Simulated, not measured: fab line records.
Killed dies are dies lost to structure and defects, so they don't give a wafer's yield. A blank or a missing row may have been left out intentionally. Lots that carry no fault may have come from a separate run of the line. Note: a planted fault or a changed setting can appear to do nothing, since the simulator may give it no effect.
Which tool is to blame? | flow gf180mcu | at 1 step of a route of 602, 7 lots with 21 wafers sampled

## WHAT EACH GAUGE READ, for each wafer
GF_VT_IMPLANT_RS_MEAS_48: a four-point-probe measurement.
lot  | measured     | on            | LVPWELL_RS (ohm/sq)
L500 | day 8 01:56  | film_metro-03 | 1202 1203 1206
L502 | day 8 15:35  | film_metro-04 | 1196 1193 1196
L504 | day 9 05:33  | film_metro-04 | 1194 1196 1196
L507 | day 10 10:47 | film_metro-03 | 1202 1199 1202
L510 | day 11 00:56 | film_metro-03 | 1203 1201 1199
L518 | day 13 00:51 | film_metro-03 | 1207 1205 1202
L521 | day 13 21:52 | film_metro-03 | 1198 1201 1202

## TOOL THAT RAN EACH LOT (tool first, then ch and the chambers of the sampled wafers, then the start)
Record: no process step prior to these readings.

## THE ANSWER, worked out from the rows above alone
Rule: the lots themselves supply what counts as usual. Put in order of their means at a reading, lots are off if they are a third of the lots or fewer, leave a main group of 4 or more, and stand apart from it by a gap of 3 or more times the standard deviation of the main group's means; of several such gaps the widest counts. If all means in a main group match to the digits the tables above print for the reading, that group is not used. A lot without any number at a reading at which 4 lots or more have one is off too. Any other lot the step has rows for is counted as sound.
Across all readings shown, no lot is off: no conclusion can be drawn from this.

## WHAT THE SIMULATOR HAD PUT IN
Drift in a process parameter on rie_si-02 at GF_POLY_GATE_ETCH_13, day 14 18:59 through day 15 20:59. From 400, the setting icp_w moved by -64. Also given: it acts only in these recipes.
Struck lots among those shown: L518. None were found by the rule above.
